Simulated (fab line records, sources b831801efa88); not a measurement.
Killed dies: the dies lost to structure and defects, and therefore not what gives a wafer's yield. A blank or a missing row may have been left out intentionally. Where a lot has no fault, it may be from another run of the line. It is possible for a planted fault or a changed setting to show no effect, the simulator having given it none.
A lot that was struck, set against a sound lot    flow sky130    20 steps out of a route of 708
Sound: the wafers L116.2, L116.4, L116.5. Struck: wafer L100.2. (L100.6 of the same lot was not struck and is left out.) The cause comes at the end.
Order at every step that has rows: each side's tool, ch and its chambers, its first start. Under that, the readings that differ: sound wafers    struck wafers    difference of the means    sigmas: that difference in standard deviations of wafers without a fault.
alike: readings with means less than 2 such deviations apart, plus words and numbers identical on both sides. not compared: withheld readings, readings lacking a value on some wafer, bounds such as >300 that could conceal the same value, and numbers that have no deviation in the record and whose values overlap.
Wherever a step has rows on one side only, a row that says differs or no value, or a row with sigmas, the two part there. Non-overlapping numbers with no deviation appear without sigmas and do not part them. A reading missing from all wafers of one side parts the sides only when that side holds two or more wafers.

SKY_LI_CONTACT_CVD_21: deposits W, target thk 400 nm, time 120.56 s.
  sound on cvd-w-01 ch 0,1, day 35 19:14; struck on cvd-w-02 ch 0, day 30 16:02
  alike: heater-power-w, susceptor-temp-C
SKY_LI_CONTACT_RS_MEAS_22: measurement is done with a four-point probe.
  struck on film-metro-03, day 30 16:11; sound on film-metro-04, day 35 19:23
  alike: LI_CONTACT_W_RS
SKY_LI_CONTACT_THK_MEAS_23: measures by xrf.
  struck on film-metro-03, day 30 16:17; sound on film-metro-04, day 35 19:29
  alike: LI_CONTACT_W_THK
SKY_LI_CONTACT_CMP_24: polishes, stops on PSG, t overpolish 20 s, target thk 0 nm.
  sound on cmp-01 ch 0,2,3, day 35 19:32; struck on cmp-02 ch 3, day 30 16:29
  alike: motor-current-A, overpolish-run-s, slurry-filter-dp-kPa, time-to-endpoint-s
SKY_LOCAL_INTERCONNECT_SPUTTER_00: material TiN, target thk 100 nm, time 83.3 s.
  struck on pvd-sputter-02, day 30 16:38; sound on pvd-sputter-03, day 35 19:50
  alike: substrate-temp-c, susceptor-temp-C, throttle-valve-pct
SKY_LOCAL_INTERCONNECT_RS_MEAS_01: measurement is done with a four-point probe.
  struck on film-metro-01, day 30 16:43; sound on film-metro-01, day 35 19:55
  alike: LOCAL_INTERCONNECT_TIN_RS
SKY_LOCAL_INTERCONNECT_THK_MEAS_02: measures by xrf.
  struck on film-metro-01, day 30 16:50; sound on film-metro-01, day 35 20:02
  alike: LOCAL_INTERCONNECT_TIN_THK
then, 5 steps without rows for these wafers: SKY_LOCAL_INTERCONNECT_DEHYDRATE_03 (time 60 s); SKY_LOCAL_INTERCONNECT_HMDS_04 (prime time 60 s); SKY_LOCAL_INTERCONNECT_COAT_05 (resist thk 60 nm); SKY_LOCAL_INTERCONNECT_COAT_06 (resist thk 450 nm); SKY_LOCAL_INTERCONNECT_SOFTBAKE_07 (time 90 s).
SKY_LOCAL_INTERCONNECT_EXPOSE_08: exposes mask LI1M, target cd 170 nm.
  sound on krf-scanner-01 ch 0, day 36 09:40; struck on krf-scanner-02 ch 0, day 31 05:59
  alike: mask
then, 2 steps without rows for these wafers: SKY_LOCAL_INTERCONNECT_PEB_09; SKY_LOCAL_INTERCONNECT_DEVELOP_10 (develop time 60 s).
SKY_LOCAL_INTERCONNECT_CD_MEAS_11: target cd 170 nm.
  struck on cd-sem-02, day 31 19:06; sound on cd-sem-02, day 36 22:25
reading     sound              struck  difference  sigmas
cd-nm (nm)  170.3 171.3 170.7  135.6   -35.2       -20
  not compared: hold
SKY_LOCAL_INTERCONNECT_OVL_MEAS_12:
  struck on overlay-01, day 31 20:53; sound on overlay-02, day 36 22:32
reading  sound  struck                    difference                    sigmas
hold     - - -  await-dispo/1.7h/release  no value on the sound wafers  
  alike: LOCAL_INTERCONNECT_OVL
SKY_LOCAL_INTERCONNECT_ETCH_13: etches BARC in N2/H2, stops on SiO2, time 45.9 s, target depth 60 nm.
  sound on rie-metal-03 ch 0,1, day 36 22:34; struck on rie-metal-04 ch 0, day 31 20:55
reading                              sound              struck  difference  sigmas
model.LOCAL_INTERCONNECT.cd-nm (nm)  169.8 171.2 171.2  135.8   -34.9       
  alike: drypump-motor-current-A, oes-product-au, throttle-valve-pct
  not compared: rf-hours-counter-h
SKY_LOCAL_INTERCONNECT_METAL_ETCH_14: etches TiN in Cl2/BCl3, stops on PSG, target depth 110 nm, time 31.4 s.
  sound on rie-metal-03 ch 0,1, day 36 22:37; struck on rie-metal-04 ch 0, day 31 20:58
reading                              sound            struck  difference  sigmas
model.LOCAL_INTERCONNECT.cd-nm (nm)  170 171.2 170.9  136     -35         
  alike: drypump-motor-current-A, oes-product-au, throttle-valve-pct
  not compared: rf-hours-counter-h
SKY_LOCAL_INTERCONNECT_STRIP_15: strips in O2/N2.
  sound on plasma-asher-01 ch 0,1, day 36 22:40; struck on plasma-asher-03 ch 0, day 31 21:01
  alike: drypump-motor-current-A, oes-product-au, strip-time-to-endpoint-s
  not compared: rf-hours-counter-h

## WHERE THEY PART
At SKY_LOCAL_INTERCONNECT_CD_MEAS_11 first; at SKY_LOCAL_INTERCONNECT_OVL_MEAS_12 last (within this record only). Later steps at which nothing parts them and some readings are alike: SKY_LOCAL_INTERCONNECT_ETCH_13, SKY_LOCAL_INTERCONNECT_METAL_ETCH_14, SKY_LOCAL_INTERCONNECT_STRIP_15.

WHY: what had been put in by the simulator
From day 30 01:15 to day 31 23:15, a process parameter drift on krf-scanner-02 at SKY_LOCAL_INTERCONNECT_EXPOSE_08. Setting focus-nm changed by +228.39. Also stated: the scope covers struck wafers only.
